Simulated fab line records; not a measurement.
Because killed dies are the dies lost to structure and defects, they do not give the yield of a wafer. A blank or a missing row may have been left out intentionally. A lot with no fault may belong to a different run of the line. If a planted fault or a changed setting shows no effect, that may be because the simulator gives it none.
A struck lot beside a sound one    flow sky130    15 steps out of a route of 708
Sound: the wafers L275.2, L275.3, L275.5. The struck wafers were L278.1, L278.3, L278.4. The cause is named last.
At each step with rows: each side's tool, then ch and its chambers, then its first start. Under that, the readings that differ: sound wafers    struck wafers    difference of the means    sigmas: that difference in standard deviations of wafers without a fault.
alike: same words and numbers on both sides, and readings whose means sit less than 2 such deviations apart. not compared: any withheld reading, any reading some wafer has no value for, any bound like >300 that may hide the same value, and any number with overlapping values for which the record gives no deviation.
A row with sigmas, a row that says differs or no value, or rows on one side alone: a step with any of these is where the two part. When numbers do not overlap yet have no deviation, they are printed without sigmas and do not part them. A reading that every wafer of one side lacks parts them only if that side has two wafers or more.

first, 5 steps without rows for these wafers: SKY_SONOS_TUNNEL_COAT_02 (resist thk 1140 nm); SKY_SONOS_TUNNEL_SOFTBAKE_03 (time 60 s); SKY_SONOS_TUNNEL_EXPOSE_04 (exposes mask TUNM, target cd 410 nm); SKY_SONOS_TUNNEL_PEB_05; SKY_SONOS_TUNNEL_DEVELOP_06 (develop time 60 s).
SKY_SONOS_TUNNEL_CD_MEAS_07 targets a cd of 410 nm.
  sound on cd sem-02, day 16 10:35; struck on cd sem-02, day 17 11:33
  alike: cd nm
SKY_SONOS_TUNNEL_OVL_MEAS_08:
  sound on overlay-01, day 16 10:42; struck on overlay-01, day 17 11:40
  alike: SONOS_TUNNEL_OVL
then, 3 steps without rows for these wafers: SKY_SONOS_TUNNEL_IMPLANT_09; SKY_SONOS_TUNNEL_WET_ETCH_10 (etches SiO2 in dHF, target depth 14 nm, time 280 s); SKY_SONOS_TUNNEL_STRIP_11 (strips in SPM, time 600 s).
SKY_SONOS_TUNNEL_TW_MEAS_12:
  sound on film metro-02, day 16 11:10; struck on film metro-04, day 17 12:08
  alike: SONOS_TUNNEL_TW
then, 1 step without rows for these wafers: SKY_SONOS_TUNNEL_CLEAN_13 (cleans in dHF, time 20 s).
SKY_SONOS_ONO_OXIDATION_00: stabilise 600 s, purge 300 s, target thk 2.6 nm.
  sound on furnace-01 ch 0, day 16 13:26; struck on furnace-01 ch 0, day 17 12:32
reading                    sound              struck             difference  sigmas
spike tc centre C (C)      801.4 801.7 798.1  793.3 797.6 797.3  -4.3        -4
spike tc top C (C)         813.2 815.2 814.1  808.4 810.8 808.2  -5.0        -3
spike tc upper C (C)       799.7 796.9 799.9  831.3 829.9 830.7  +31.8       +26
zone power centre pct (%)  15.0 14.8 15.0     10.6 10.3 10.7     -4.4        -7
zone power top pct (%)     25.4 24.8 25.1     19.8 19.8 19.8     -5.3        -4
zone power upper pct (%)   15.2 15.1 15.2     25.3 25.2 25.4     +10.1       +8
  alike: spike tc bottom C, zone power lower pct
  not compared: model.SiO2_of_SONOS_ONO_OXIDATION_00.thk nm
SKY_SONOS_ONO_THK_MEAS_01:
  sound on film metro-02, day 16 14:47; struck on film metro-02, day 17 13:53
  alike: SONOS_ONO_OXIDATION_THK
-- here the record skips 33 days between the struck wafers' starts before and after, leaving off in module SONOS_ONO and picking up in module PAD_OPEN (first step shown: number 708 of the route) --
SKY_PAD_OPEN_PROBE_99:
  sound on prober-02, day 49 14:11; struck on prober-02, day 50 03:39
reading          sound  struck  difference  sigmas
killed at other  0 0 0  2 2 2   +2          +3
  alike: killed_at_M0_to_M3, killed_at_M4_up, killed at contacts, killed at front end, killed dies, killed open, killed short
  not compared: model.etest.sonos erased.vt v

## WHERE THEY PART
Last at SKY_PAD_OPEN_PROBE_99 as far as this record goes, first at SKY_SONOS_ONO_OXIDATION_00.

WHY: whatever the simulator had introduced
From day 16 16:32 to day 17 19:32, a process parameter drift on furnace-01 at SKY_SONOS_ONO_OXIDATION_00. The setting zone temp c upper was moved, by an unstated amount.
